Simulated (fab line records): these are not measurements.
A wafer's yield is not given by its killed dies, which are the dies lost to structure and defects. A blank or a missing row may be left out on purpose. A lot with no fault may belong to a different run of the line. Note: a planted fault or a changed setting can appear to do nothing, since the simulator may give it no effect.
Matching of chambers    flow gf180mcu    GF_SAB_WET_ETCH_12 on wet-bench-02 has 3 sister chambers
The step etches SiO2 in dHF, target depth 22 nm, time 440 s. 3 wafers are shown with their chamber, then 7 later ones without.

WAFERS PAIRED WITH THEIR CHAMBERS
wafer   chamber  run-length-s (s)
L512.6  2        468
L526.6  0        464
L528.5  1        468

WAFERS WITH NO CHAMBER GIVEN
wafer   run-length-s (s)
L528.6  468
L529.1  467
L529.5  467
L529.6  467
L530.1  467
L530.2  467
L530.4  467

THE CHAMBER EACH PASSED THROUGH
wafer   from the rows above      in truth
L528.6  can't be placed: 1 or 2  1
L529.1  can't be placed: 1 or 2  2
L529.5  can't be placed: 1 or 2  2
L529.6  can't be placed: 1 or 2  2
L530.1  can't be placed: 1 or 2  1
L530.2  can't be placed: 1 or 2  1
L530.4  can't be placed: 1 or 2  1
Correct placement for 0 of the 7. From these rows, 7 cannot be placed; in 7 the true chamber is one of the candidates. Placed wrongly: 0.
How it was worked out, from the rows above alone: a wafer's distance from a chamber is the root of the sum, over the readings, of the square of ((its reading less the chamber's mean) divided by the reading's scatter). The wafer belongs to the nearest chamber; if the next one is less than 2 further off, it can't be placed. For every chamber, the mean is computed from those of its wafers that are shown. The scatter: with one shown wafer a chamber, the root of the mean of the squares of how far each hidden wafer lies from its nearest shown one.
